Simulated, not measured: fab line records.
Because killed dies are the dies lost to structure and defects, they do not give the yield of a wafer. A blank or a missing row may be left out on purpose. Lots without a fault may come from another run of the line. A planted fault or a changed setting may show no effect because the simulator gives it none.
One fault through the eyes of 2 desks -- flow gf180mcu -- each desk holds nothing but its own numbers, with what lay behind them at the end

DESK OF THE TOOL OWNER: pvd sputter-02
At GF_M4_SPUTTER_01 (material TiN, target thk 30 nm, time 25 s) the tool's own readings: per lot run on this tool, the mean of the sampled wafers that have a number. Marked OUT: a lot whose mean sits more than 4 standard deviations from the usual mean, which makes it out of limits; the brackets give that distance.
Columns: A = throttle valve pct at GF_M4_SPUTTER_01, usual 29.9 %
lot,first seen here,A
L383,day 25 12:12,29.6
L389,day 27 12:38,29.4
L391,day 28 01:29,30.3
Finding of this desk: none of the 3 lots has anything out of limits.

FROM THE METROLOGY DESK
Means of the sampled wafers that have a number, per lot and without regard to the tool the lot ran on: this is what the gauges read. Marked OUT: a lot whose mean sits more than 4 standard deviations from the usual mean, which makes it out of limits; the brackets give that distance.
Columns: A = V3_W_RS at GF_V3_RS_MEAS_24, usual 0.3267 ohm/sq; B = V3_W_THK at GF_V3_THK_MEAS_25, usual 353 nm
lot,first seen here,A,B
L382,day 25 09:28,0.3258,355
L383,day 25 11:41,0.3244,358
L389,day 27 12:04,0.3264,350
L391,day 28 00:47,0.3280,353
L394,day 28 19:41,0.3304,348
L398,day 29 15:55,0.3291,353
Finding of this desk: none of the 6 lots has anything out of limits.

BROUGHT TOGETHER
The tool owner's desk saw nothing out of limits.
Nothing out of limits was seen by the metrology desk.

WHAT THE SIMULATOR HAD INSERTED
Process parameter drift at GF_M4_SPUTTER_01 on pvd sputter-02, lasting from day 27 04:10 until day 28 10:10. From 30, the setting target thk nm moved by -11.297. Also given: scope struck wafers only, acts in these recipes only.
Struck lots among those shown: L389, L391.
